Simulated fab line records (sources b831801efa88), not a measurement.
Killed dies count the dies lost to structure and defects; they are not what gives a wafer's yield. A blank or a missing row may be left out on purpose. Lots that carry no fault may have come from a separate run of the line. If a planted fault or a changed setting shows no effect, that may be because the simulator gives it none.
fab line records    flow gf180mcu    part 2 of 2: steps 35 to 47 of 47
[record] lots = 5  wafers = 15  last-day = 33
route steps=602 shown HV_LDD@195 NSD@235
lots that met no fault: from a run of the same line without faults
start-h: start of the lot's first displayed wafer, in hours after the record's first day    wait-h: hours from the lot's prior step to this one    " repeats the value in the row above    L1.1+2: a row that stands for several wafers    - value missing, or start not given    * or withheld: withheld    < > ~ a bound
route shown NAME@n: NAME is a module with steps in the file, n the number in the route of the first one    usual: average and standard deviation across the fault-free wafers    same: alike in all rows    chamber/n: place in a boat    sites: per-site readings    _std_site: their standard deviation    _edge_site: mean of outer sites minus mean of inner sites    radius-mm: how far each site lies from the wafer's centre    mask NAME#n: copy n    behind: tool/chamber where the wafer was last shaped    hold: why the lot was held/for how many hours/how that ended    device: which transistor (n, p or np) failed to switch    end of line: at the end of the route, the tests of the same wafers    where a step has no rows: the recipe by itself    killed: not the wafer's yield, but the dies lost to structure and defects at the first sort    map: the dies of a wafer, with x for killed, . for not killed, _ for no die there
set.NAME: the run value of the setting; set.NAME@STEP: its run value at that earlier step    model.NAME: the simulator's own value behind a step, which no gauge read
lots at some steps of the route; a table a step, a row a wafer
services: when a tool's chamber went out of use (start-h, in hours from the record's first day, below 0 if earlier), for how many hours, and the reason
[[steps]]
[step GF_HV_LDD_RS_MEAS_53]
[recipe] thk-meas-gauge = four-point-probe
[usual] HV_LDD_RS = 418.2/0.94
lot.wafer  tool           chamber  start-h  wait-h  HV_LDD_RS[ohm/sq]
L080.1     film-metro-01  -        302.37   0.1     418.0
L080.2     "              -        "        "       418.6
L080.5     "              -        "        "       418.5
L083.2     film-metro-02  -        325.74   0.1     417.3
L083.4     "              -        "        "       417.6
L083.5     "              -        "        "       417.8
L092.3     film-metro-03  -        403.41   0.1     420.6
L092.5     "              -        "        "       419.7
L092.6     "              -        "        "       419.3
L093.2     film-metro-03  -        409.22   0.1     419.8
L093.4     "              -        "        "       419.7
L093.5     "              -        "        "       419.6
L094.2     film-metro-02  -        422.99   0.1     417.0
L094.3     "              -        "        "       416.3
L094.4     "              -        "        "       416.4
[step GF_HV_LDD_CVD_54]
[recipe] material = SiO2  target-thk-nm = 10  precursor = TEOS  temp-c = 680  time-s = 75  pressure-mtorr = 400
[usual] zone-power-bottom-pct = 16.7/0.66
lot.wafer  tool      chamber  start-h  wait-h  zone-power-bottom-pct
L080.1     lpcvd-01  0        302.49   0.1     16.4
L080.2     "         0        "        "       16.2
L080.5     "         0        "        "       16.2
L083.2     lpcvd-02  1        325.84   0.1     18.1
L083.4     "         1        "        "       18.0
L083.5     "         1        "        "       17.8
L092.3     lpcvd-01  1        403.49   0.1     16.9
L092.5     "         1        "        "       16.9
L092.6     "         1        "        "       16.9
L093.2     lpcvd-01  1        409.32   0.1     16.7
L093.4     "         1        "        "       16.8
L093.5     "         1        "        "       16.8
L094.2     lpcvd-01  0        423.49   0.5     16.5
L094.3     "         0        "        "       16.5
L094.4     "         0        "        "       16.5
[step GF_HV_LDD_THK_MEAS_55]
[recipe] reads = SiO2_of_HV_LDD_CVD_54
[usual] HV_LDD_CVD_54_THK = 10.00/0.17
lot.wafer  tool           chamber  start-h  wait-h  HV_LDD_CVD_54_THK[nm]
L080.1     film-metro-01  -        303.51   0.0     10.09
L080.2     "              -        "        "       10.08
L080.5     "              -        "        "       10.16
L083.2     film-metro-01  -        326.87   0.0     9.84
L083.4     "              -        "        "       9.92
L083.5     "              -        "        "       9.76
L092.3     film-metro-02  -        404.53   0.0     10.08
L092.5     "              -        "        "       10.10
L092.6     "              -        "        "       10.08
L093.2     film-metro-03  -        410.35   0.0     10.11
L093.4     "              -        "        "       10.00
L093.5     "              -        "        "       9.99
L094.2     film-metro-01  -        424.52   0.0     9.76
L094.3     "              -        "        "       9.64
L094.4     "              -        "        "       9.68
[step GF_HV_LDD_CVD_56]
[recipe] material = Si3N4  precursor = DCS/NH3  target-thk-nm = 90  temp-c = 770  time-s = 1543  pressure-mtorr = 250
[usual] zone-power-bottom-pct = 21.7/0.93
lot.wafer  tool      chamber  start-h  wait-h  zone-power-bottom-pct
L080.1     lpcvd-02  0        303.57   0.1     20.4
L080.2     "         0        "        "       20.7
L080.5     "         0        "        "       20.8
L083.2     lpcvd-02  1        326.92   0.0     22.8
L083.4     "         1        "        "       22.7
L083.5     "         1        "        "       23.0
L092.3     lpcvd-02  0        404.57   0.0     20.8
L092.5     "         0        "        "       21.1
L092.6     "         0        "        "       20.6
L093.2     lpcvd-02  0        410.40   0.0     20.8
L093.4     "         0        "        "       20.4
L093.5     "         0        "        "       20.8
L094.2     lpcvd-02  1        424.57   0.0     22.5
L094.3     "         1        "        "       23.0
L094.4     "         1        "        "       22.6
[step GF_HV_LDD_THK_MEAS_57]
[recipe] reads = Si3N4_of_HV_LDD_CVD_56
[usual] HV_LDD_CVD_56_THK = 89.8/1
lot.wafer  tool           chamber  start-h  wait-h  HV_LDD_CVD_56_THK[nm]
L080.1     film-metro-03  -        305.00   0.0     88.5
L080.2     "              -        "        "       88.4
L080.5     "              -        "        "       88.2
L083.2     film-metro-02  -        328.36   0.0     89.6
L083.4     "              -        "        "       89.3
L083.5     "              -        "        "       89.1
L092.3     film-metro-02  -        406.02   0.0     89.8
L092.5     "              -        "        "       89.4
L092.6     "              -        "        "       89.1
L093.2     film-metro-02  -        411.83   0.0     89.5
L093.4     "              -        "        "       90.1
L093.5     "              -        "        "       89.1
L094.2     film-metro-03  -        426.00   0.0     90.8
L094.3     "              -        "        "       90.7
L094.4     "              -        "        "       90.9
[step GF_HV_LDD_ETCHBACK_58]
[recipe] chemistry = CH3F/O2  target = Si3N4  stop-on = SiO2  source-w = 400  bias-w = 80  pressure-mtorr = 25  ch3f-flow-sccm = 40  O2_flow_sccm = 30  time-s = 100  target-depth-a = 900
[usual] drypump-motor-current-A = 5.7/0.5  oes-product-au = 0.841/0.0068  throttle-valve-pct = 10.561/0.0086
lot.wafer  tool         chamber  start-h  wait-h  drypump-motor-current-A  oes-product-au  rf-hours-counter-h  throttle-valve-pct
L080.1     rie-diel-01  3        305.06   0.1     5.8                      0.830           23                  10.567
L080.2     "            2        "        "       6.1                      0.834           114                 10.566
L080.5     "            3        "        "       5.8                      0.841           -                   10.574
L083.2     rie-diel-04  0        328.41   0.0     5.0                      0.837           45                  10.569
L083.4     "            2        "        "       6.4                      0.842           102                 10.566
L083.5     "            3        "        "       5.6                      0.833           -                   10.570
L092.3     rie-diel-02  3        406.06   0.0     6.1                      0.835           13                  10.565
L092.5     "            1        "        "       4.7                      0.827           -                   10.557
L092.6     "            2        "        "       5.7                      0.837           -                   10.562
L093.2     rie-diel-02  3        411.88   0.0     6.1                      0.840           13                  10.554
L093.4     "            1        "        "       4.7                      0.841           23                  10.557
L093.5     "            2        "        "       5.6                      0.833           -                   10.559
L094.2     rie-diel-04  1        426.05   0.0     6.0                      0.839           40                  10.564
L094.3     "            2        "        "       6.4                      0.845           105                 10.574
L094.4     "            0        "        "       5.0                      0.845           48                  10.565
[step GF_NSD_DEHYDRATE_00]
[recipe] temp-c = 200  time-s = 60
lot.wafer   tool            chamber  start-h  wait-h
L080.1+2+5  litho-track-01  0        314.39   9.3
L083.2+4+5  litho-track-04  0        337.91   9.5
L092.3+5+6  litho-track-03  0        417.88   11.8
L093.2+4+5  litho-track-03  0        424.26   12.3
L094.2+3+4  litho-track-03  0        437.81   11.7
[step GF_NSD_HMDS_01]
[recipe] prime-time-s = 60  prime-temp-c = 120
lot.wafer   tool            chamber  start-h  wait-h
L080.1+2+5  litho-track-01  0        314.54   0.1
L083.2+4+5  litho-track-04  0        338.06   0.1
L092.3+5+6  litho-track-03  0        418.03   0.1
L093.2+4+5  litho-track-03  0        424.41   0.1
L094.2+3+4  litho-track-03  0        437.96   0.1
[step GF_NSD_COAT_02]
[recipe] resist = NOVOLAK  spin-rpm = 3000  resist-thk-nm = 1000
lot.wafer   tool            chamber  start-h  wait-h
L080.1+2+5  litho-track-01  0        314.69   0.1
L083.2+4+5  litho-track-04  0        338.21   0.1
L092.3+5+6  litho-track-03  0        418.18   0.1
L093.2+4+5  litho-track-03  0        424.56   0.1
L094.2+3+4  litho-track-03  0        438.11   0.1
[step GF_NSD_SOFTBAKE_03]
[recipe] temp-c = 90  time-s = 60  resist = NOVOLAK
lot.wafer   tool            chamber  start-h  wait-h
L080.1+2+5  litho-track-01  0        314.84   0.1
L083.2+4+5  litho-track-04  0        338.36   0.1
L092.3+5+6  litho-track-03  0        418.33   0.1
L093.2+4+5  litho-track-03  0        424.71   0.1
L094.2+3+4  litho-track-03  0        438.26   0.1
[step GF_NSD_EXPOSE_04]
[recipe] mask-id = Nplus  target-cd-nm = 400  na = 0.6  source-shape = conventional  sigma-outer = 0.6  dose-mj = 140
lot.wafer   tool              chamber  start-h  wait-h  mask
L080.1+2+5  iline-stepper-02  0        -        -       Nplus#0
L083.2+4+5  iline-stepper-02  0        -        -       Nplus#0
L092.3+5+6  iline-stepper-02  0        -        -       Nplus#0
L093.2+4+5  iline-stepper-01  0        -        -       Nplus#0
L094.2+3+4  iline-stepper-01  0        -        -       Nplus#0
[step GF_NSD_PEB_05]
[recipe] temp-c = withheld  time-s = *  resist = NOVOLAK
lot.wafer   tool            chamber  start-h  wait-h
L080.1+2+5  litho-track-04  0        -        -
L083.2+4+5  litho-track-03  0        -        -
L092.3+5+6  litho-track-04  0        -        -
L093.2+4+5  litho-track-04  0        -        -
L094.2+3+4  litho-track-03  0        -        -
[step GF_NSD_DEVELOP_06]
[recipe] develop-time-s = 60  dev-temp-c = 23
[same] develop-time-s = 60
lot.wafer   tool            chamber  start-h  wait-h
L080.1+2+5  litho-track-04  0        325.69   0.1
L083.2+4+5  litho-track-03  0        349.51   0.1
L092.3+5+6  litho-track-04  0        431.24   0.1
L093.2+4+5  litho-track-04  0        436.46   0.1
L094.2+3+4  litho-track-03  0        451.66   0.1
[[services]]
tool              chamber  start-h  hours  kind
rie-diel-04       1        247.03   7.6    repair
iline-stepper-02  -        247.35   5.1    repair
iline-stepper-01  -        260.21   1.7    pm
rie-diel-04       1        272.71   9.3    repair
plasma-asher-02   -        279.30   4.5    repair
implanter-04      -        279.31   3.5    repair
wet-bench-02      -        279.91   1.3    repair
implanter-03      -        283.23   2.6    pm
rie-diel-02       -        288.21   1.1    repair
implanter-04      -        292.43   72.1   pm
plasma-asher-02   -        300.37   22.3   repair
lpcvd-02          -        316.76   2.8    pm
rie-diel-04       0        321.43   1.4    repair
plasma-asher-01   -        325.95   1.4    repair
wet-bench-01      -        332.95   3.5    repair
rie-diel-04       0        354.76   3.5    repair
rie-diel-02       0        356.94   3.1    repair
implanter-03      -        359.21   3.7    repair
iline-stepper-01  -        373.52   3.2    repair
implanter-03      -        382.25   1.4    repair
implanter-03      -        390.97   6.6    pm
plasma-asher-02   -        420.09   20.9   pm
plasma-asher-04   -        421.25   9.0    pm
iline-stepper-01  -        443.24   4.4    pm
